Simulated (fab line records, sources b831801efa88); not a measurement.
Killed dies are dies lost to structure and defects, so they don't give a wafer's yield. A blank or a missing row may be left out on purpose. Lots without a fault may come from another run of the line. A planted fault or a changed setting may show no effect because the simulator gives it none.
Which tool did it? | flow gf180mcu | 7 lots, 21 wafers sampled, at 3 steps of a route of 602

WHAT THE GAUGES READ, wafer by wafer
GF_CONTACT_CD_MEAS_14: target cd 220 nm.
lot  | measured     | on        | cd_nm (nm)
L735 | day 16 18:11 | cd_sem-02 | 220.4 220.8 219.8
L737 | day 17 11:50 | cd_sem-01 | 218.9 219.4 218.3
L741 | day 19 05:15 | cd_sem-01 | 220.3 219.4 220.0
L744 | day 20 09:02 | cd_sem-02 | 220.1 220.8 220.6
L747 | day 21 04:45 | cd_sem-01 | 218.7 220.7 221.1
L750 | day 22 03:20 | cd_sem-01 | 247.8 245.8 246.4
L752 | day 23 01:15 | cd_sem-02 | 218.5 219.3 218.3

WHICH TOOL RAN EACH LOT (tool, then ch and the chambers of the sampled wafers, then the start)
lot  | GF_SALICIDE_RTA_08               | GF_CONTACT_EXPOSE_11
L735 | rtp_anneal-01 ch 0, day 15 19:13 | krf_scanner-01 ch 0, day 16 07:26
L737 | rtp_anneal-02 ch 0, day 16 11:36 | krf_scanner-02 ch 0, day 17 00:10
L741 | rtp_anneal-02 ch 0, day 18 04:40 | krf_scanner-01 ch 0, day 18 17:14
L744 | rtp_anneal-02 ch 0, day 19 07:47 | krf_scanner-01 ch 0, day 19 20:49
L747 | rtp_anneal-01 ch 0, day 20 04:16 | krf_scanner-01 ch 0, day 20 17:38
L750 | rtp_anneal-01 ch 0, day 21 03:02 | krf_scanner-01 ch 0, day 21 15:46
L752 | rtp_anneal-01 ch 0, day 22 01:22 | krf_scanner-02 ch 0, day 22 13:52
- GF_SALICIDE_RTA_08: time 30 s.
- GF_CONTACT_EXPOSE_11: exposes mask Contact, target cd 220 nm.

THE ANSWER, worked out from the rows above alone
Rule: what is usual is taken from the lots themselves. Put in order of their means at a reading, lots are off if they are a third of the lots or fewer, leave a main group of 4 or more, and stand apart from it by a gap of 3 or more times the standard deviation of the main group's means; of several such gaps the widest counts. A main group whose means are all the same, to the digits that the tables above print for the reading, isn't used. A lot without any number at a reading at which 4 lots or more have one is off too. The other lots that the step has rows for count as sound.
Off: L750, at GF_CONTACT_CD_MEAS_14 (cd_nm). The main group: mean 219.7 nm, standard deviation 0.7.
A tool fits if, at a process step before that reading, it ran every lot that is off, and no sound lot after the first of them. The gauges at GF_CONTACT_CD_MEAS_14 are tried like those tools. Can't be told from this: 2 tools fit, krf_scanner-01 at GF_CONTACT_EXPOSE_11, cd_sem-01 at GF_CONTACT_CD_MEAS_14.

WHAT THE SIMULATOR HAD PUT IN
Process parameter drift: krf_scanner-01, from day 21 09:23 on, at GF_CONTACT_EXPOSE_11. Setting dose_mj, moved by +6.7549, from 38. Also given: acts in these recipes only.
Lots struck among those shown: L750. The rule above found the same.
